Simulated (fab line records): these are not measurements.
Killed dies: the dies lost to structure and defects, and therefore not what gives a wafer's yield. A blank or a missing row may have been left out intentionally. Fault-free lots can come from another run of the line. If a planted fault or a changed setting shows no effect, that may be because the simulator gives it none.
Commonality check across tools    flow sky130    Sample size 14 lots and 42 wafers

## WHAT PROMPTED THE OPENING
2 of 14 lots carry a flag on the reading LDD_N_TW at SKY_LDD_N_TW_MEAS_17. No-fault wafers: 2582, standard deviation 22.
Rule: flag the lot when none of its wafers has a number, or when each of its wafers that has one lies beyond 4 standard deviations from that mean. The other lots count as sound.

lot   measured      on            LDD_N_TW, wafer by wafer  flag
L482  day 17 18:19  filmMetro-03  2585 2590 2588            
L483  day 18 03:00  filmMetro-02  2579 2574 2593            
L488  day 20 10:16  filmMetro-01  2619 2628 2642            
L492  day 21 07:55  filmMetro-02  2427 2437 2420            FLAGGED
L493  day 22 00:32  filmMetro-03  2418 2426 2414            FLAGGED
L497  day 23 04:51  filmMetro-02  2586 2581 2565            
L498  day 23 14:31  filmMetro-03  2562 2541 2548            
L499  day 23 22:49  filmMetro-02  2578 2585 2563            
L500  day 24 09:52  filmMetro-03  2568 2564 2579            
L501  day 24 19:10  filmMetro-02  2575 2558 2582            
L502  day 24 20:49  filmMetro-03  2567 2577 2572            
L503  day 25 23:42  filmMetro-01  2599 2610 2612            
L504  day 25 23:59  filmMetro-02  2577 2567 2563            
L505  day 26 02:02  filmMetro-01  2592 2592 2596            
On average the flagged lots' numbers are 2424, which is -158 against the usual, or -7 standard deviations.

## WHICH TOOL RAN EACH LOT
The record holds 3 process steps before the reading, out of a route of 708 steps. Every cell lists first the tool, next ch and the chambers used by the sampled wafers, and last the start.
lot   flag     SKY_POLY_GATE_ETCH_17            SKY_LDD_N_IMPLANT_11             SKY_LDD_N_STRIP_16
L482           rieSi-01 ch 1,2, day 16 08:27    implanter-01 ch 0, day 17 17:28  plasmaAsher-03 ch 0,1, day 17 18:13
L483           rieSi-02 ch 0,1,2, day 16 18:37  implanter-04 ch 0, day 18 02:10  plasmaAsher-03 ch 0,1, day 18 02:53
L488           rieSi-01 ch 1,2,3, day 19 01:07  implanter-01 ch 0, day 20 09:25  plasmaAsher-03 ch 0,1, day 20 10:10
L492  FLAGGED  rieSi-02 ch 0,1,2, day 19 23:16  implanter-01, day 21 07:04       plasmaAsher-01 ch 0,1, day 21 07:49
L493  FLAGGED  rieSi-01 ch 1,2,3, day 20 14:28  implanter-04, day 21 23:41       plasmaAsher-03 ch 0,1, day 22 00:26
L497           rieSi-01 ch 1,2,3, day 21 19:59  implanter-01 ch 0, day 23 04:01  plasmaAsher-02 ch 0,1, day 23 04:44
L498           rieSi-02 ch 1,2,3, day 22 05:53  implanter-04 ch 0, day 23 13:41  plasmaAsher-01 ch 0,1, day 23 14:25
L499           rieSi-01 ch 0,1,3, day 22 14:17  implanter-04 ch 0, day 23 21:58  plasmaAsher-03 ch 0,1, day 23 22:43
L500           rieSi-02 ch 1,2,3, day 23 00:26  implanter-01 ch 0, day 24 09:04  plasmaAsher-03 ch 0,1, day 24 09:47
L501           rieSi-01 ch 0,1, day 23 10:32    implanter-04 ch 0, day 24 18:20  plasmaAsher-02 ch 0,1, day 24 19:04
L502           rieSi-02 ch 0,2, day 23 12:17    implanter-01 ch 0, day 24 19:58  plasmaAsher-03 ch 0,1, day 24 20:43
L503           rieSi-01 ch 2,3, day 24 15:38    implanter-01 ch 0, day 25 22:52  plasmaAsher-01 ch 0,1, day 25 23:35
L504           rieSi-02 ch 0,2,3, day 24 17:05  implanter-03 ch 0, day 25 23:08  plasmaAsher-02 ch 0,1, day 25 23:53
L505           rieSi-01 ch 0,3, day 24 17:50    implanter-04 ch 0, day 26 01:13  plasmaAsher-01 ch 0,1, day 26 01:58
What these steps do:
- SKY_POLY_GATE_ETCH_17: etches poly-Si in HBr/Cl2, stops on SiO2, target depth 180 nm, time 70.5 s.
- SKY_LDD_N_IMPLANT_11
- SKY_LDD_N_STRIP_16: strips in O2/N2.
- SKY_LDD_N_TW_MEAS_17

## FLAGGED OVER TOTAL, TOOL BY TOOL (the gauges that took the reading come last)
step                   tool            lots run  flagged  share of the flagged lots  sound lots run after its first flagged lot
SKY_POLY_GATE_ETCH_17  rieSi-01        8         1        some                       5 (L497,L499,L501,L503,L505)
SKY_POLY_GATE_ETCH_17  rieSi-02        6         1        some                       4 (L498,L500,L502,L504)
SKY_LDD_N_IMPLANT_11   implanter-01    7         1        some                       4 (L497,L500,L502,L503)
SKY_LDD_N_IMPLANT_11   implanter-03    1         0        none                       -
SKY_LDD_N_IMPLANT_11   implanter-04    6         1        some                       4 (L498,L499,L501,L505)
SKY_LDD_N_STRIP_16     plasmaAsher-01  4         1        some                       3 (L498,L503,L505)
SKY_LDD_N_STRIP_16     plasmaAsher-02  3         0        none                       -
SKY_LDD_N_STRIP_16     plasmaAsher-03  7         1        some                       3 (L499,L500,L502)
SKY_LDD_N_TW_MEAS_17   filmMetro-01    3         0        none                       -
SKY_LDD_N_TW_MEAS_17   filmMetro-02    6         1        some                       4 (L497,L499,L501,L504)
SKY_LDD_N_TW_MEAS_17   filmMetro-03    5         1        some                       3 (L498,L500,L502)

## THE TABLE: WHAT IT ALLOWS
No row of the table ran every flagged lot.

## WHAT THE SIMULATOR HAD INSERTED
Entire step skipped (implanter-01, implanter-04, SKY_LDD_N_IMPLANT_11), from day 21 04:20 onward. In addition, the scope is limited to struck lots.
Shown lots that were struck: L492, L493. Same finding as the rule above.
